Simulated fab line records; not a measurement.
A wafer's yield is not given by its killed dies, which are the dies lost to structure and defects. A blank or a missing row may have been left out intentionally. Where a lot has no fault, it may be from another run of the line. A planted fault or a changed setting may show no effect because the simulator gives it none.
Shared-tool check    flow sky130    Lots sampled 13, wafers sampled 39

## WHAT PROMPTED THE OPENING
SKY_NWELL_THK_MEAS_02, reading NWELL_OXIDATION_THK: flagged on 2 of 13 lots. Fault-free wafers read 10.01 nm, with a standard deviation of 0.19.
Rule: flag the lot when none of its wafers has a number, or when each of its wafers that has one lies beyond 4 standard deviations from that mean. All remaining lots are regarded as sound.

lot   measured     on            NWELL_OXIDATION_THK (nm), wafer by wafer  flag
L648  day 2 14:23  filmMetro-02  10.20 10.27 10.31                         
L649  day 2 20:02  filmMetro-02  9.93 9.95 10.08                           
L656  day 4 08:01  filmMetro-01  13.53 13.48 13.54                         FLAGGED
L658  day 4 18:17  filmMetro-01  13.83 13.90 13.88                         FLAGGED
L662  day 5 13:31  filmMetro-04  10.16 10.08 10.08                         
L663  day 5 18:57  filmMetro-02  10.10 9.97 10.03                          
L664  day 6 00:53  filmMetro-02  10.35 10.31 10.30                         
L665  day 6 08:03  filmMetro-04  10.32 10.28 10.20                         
L666  day 6 09:33  filmMetro-04  9.91 10.12 9.99                           
L668  day 6 19:26  filmMetro-02  9.93 9.84 9.74                            
L669  day 7 00:10  filmMetro-04  9.78 9.83 9.95                            
L670  day 7 05:19  filmMetro-04  9.89 10.24 9.89                           
L671  day 7 15:07  filmMetro-04  10.12 10.09 9.96                          
On average the flagged lots' numbers are 13.69 nm, which is +3.68 nm against the usual, or +19 standard deviations.

## LOT BY LOT: THE TOOL USED
Before the reading, the record contains 0 process steps out of a 708-step route. Read each cell as the tool, then ch plus the chambers that the sampled wafers visited, then the start.
lot   flag
L648  
L649  
L656  FLAGGED
L658  FLAGGED
L662  
L663  
L664  
L665  
L666  
L668  
L669  
L670  
L671  
What these steps do:
- SKY_NWELL_THK_MEAS_02

## FLAGGED OVER TOTAL, TOOL BY TOOL (the gauges that took the reading come last)
step                   tool          lots run  flagged  share of the flagged lots  sound lots run after its first flagged lot
SKY_NWELL_THK_MEAS_02  filmMetro-01  2         2        all                        0
SKY_NWELL_THK_MEAS_02  filmMetro-02  5         0        none                       -
SKY_NWELL_THK_MEAS_02  filmMetro-04  6         0        none                       -

## THE TABLE: WHAT IT ALLOWS
Rows of the table that ran each flagged lot: 1, that is filmMetro-01 at SKY_NWELL_THK_MEAS_02.
- filmMetro-01 at SKY_NWELL_THK_MEAS_02 ran 2 lots, 2 of them flagged. In this sample it ran no sound lot ahead of its first flagged lot, so there is no way to narrow down the start.
filmMetro-01 at SKY_NWELL_THK_MEAS_02 is the single tool remaining.

## WHAT THE SIMULATOR HAD INSERTED
Metrology matching offset: filmMetro-01, from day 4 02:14 on, at SKY_NWELL_THK_MEAS_02. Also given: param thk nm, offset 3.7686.
Shown lots that were struck: L656, L658. The rule above found the same.
